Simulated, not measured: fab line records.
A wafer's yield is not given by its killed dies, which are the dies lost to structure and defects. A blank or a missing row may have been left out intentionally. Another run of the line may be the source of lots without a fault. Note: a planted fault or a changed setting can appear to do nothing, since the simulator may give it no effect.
Chamber matching | flow sky130 | cmp-01 running SKY_FIELD_ISO_CMP_27: 4 sister chambers
The step polishes, stops on Si3N4, t overpolish 16 s, target thk 457.8 nm. 4 wafers are shown with their chamber, then 8 later ones without.

== WAFERS, EACH WITH ITS CHAMBER ==
wafer  | chamber | motor_current_A (A)
L385.1 | 0       | 11.8
L387.5 | 2       | 12.4
L387.6 | 1       | 14.6
L390.3 | 3       | 9.7

== WAFERS WITHOUT THEIR CHAMBER ==
wafer  | motor_current_A (A)
L390.4 | 12.2
L390.5 | 15.5
L391.1 | 11.6
L391.2 | 14.6
L391.5 | 14.8
L392.1 | 14.7
L392.3 | 11.0
L392.4 | 10.0

== THE CHAMBER EACH PASSED THROUGH ==
wafer  | from the rows above          | in truth
L390.4 | can't be placed: 2 or 0      | 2
L390.5 | 1                            | 1
L391.1 | can't be placed: 0 or 2      | 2
L391.2 | 1                            | 1
L391.5 | 1                            | 1
L392.1 | 1                            | 1
L392.3 | can't be placed: 0 or 3 or 2 | 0
L392.4 | 3                            | 3
5 of 8 placed correctly. From these rows, 3 cannot be placed; in 3 the true chamber is one of the candidates. 0 placed wrongly.
How it was worked out, from the rows above alone: a wafer's distance from a chamber is the root of the sum, over the readings, of the square of ((its reading less the chamber's mean) divided by the reading's scatter). The wafer belongs to the nearest chamber; if the next one is less than 2 further off, it can't be placed. For every chamber, the mean is computed from those of its wafers that are shown. The scatter: with one shown wafer a chamber, the root of the mean of the squares of how far each hidden wafer lies from its nearest shown one.
